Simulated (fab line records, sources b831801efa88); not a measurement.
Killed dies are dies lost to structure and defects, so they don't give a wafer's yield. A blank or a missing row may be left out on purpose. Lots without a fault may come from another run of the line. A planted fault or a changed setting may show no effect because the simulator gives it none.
Chamber matching | flow sky130 | SKY_VIA2_HDPCVD_00 on hdpcvd-01: 3 sister chambers
The step deposits SiO2, target thk 1180 nm, time 196.7 s. 3 wafers are shown with their chamber, then 9 later ones without.

WAFERS WITH THEIR CHAMBER
wafer  | chamber | run_length_s (s)
L731.5 | 2       | 224.5
L732.2 | 1       | 224.5
L732.4 | 0       | 224.9

WAFERS WITHOUT THEIR CHAMBER
wafer  | run_length_s (s)
L733.3 | 224.2
L733.5 | 224.9
L733.6 | 224.6
L734.3 | 224.5
L734.4 | 224.6
L734.5 | 224.8
L738.1 | 224.6
L738.3 | 224.2
L738.4 | 225.2

WHICH CHAMBER EACH WENT THROUGH
wafer  | from the rows above          | in truth
L733.3 | can't be placed: 1 or 2      | 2
L733.5 | 0                            | 0
L733.6 | can't be placed: 1 or 2 or 0 | 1
L734.3 | can't be placed: 1 or 2      | 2
L734.4 | can't be placed: 1 or 2 or 0 | 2
L734.5 | can't be placed: 0 or 1 or 2 | 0
L738.1 | can't be placed: 1 or 2 or 0 | 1
L738.3 | can't be placed: 1 or 2      | 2
L738.4 | 0                            | 0
Placed correctly: 2 of 9. Can't be placed from these rows: 7 (the true chamber is among the candidates in 7). Placed wrongly: 0.
How it was worked out, from the rows above alone: a wafer's distance from a chamber is the root of the sum, over the readings, of the square of ((its reading less the chamber's mean) divided by the reading's scatter). The wafer belongs to the nearest chamber; if the next one is less than 2 further off, it can't be placed. A chamber's mean is the mean of its shown wafers. The scatter: with one shown wafer a chamber, the root of the mean of the squares of how far each hidden wafer lies from its nearest shown one.
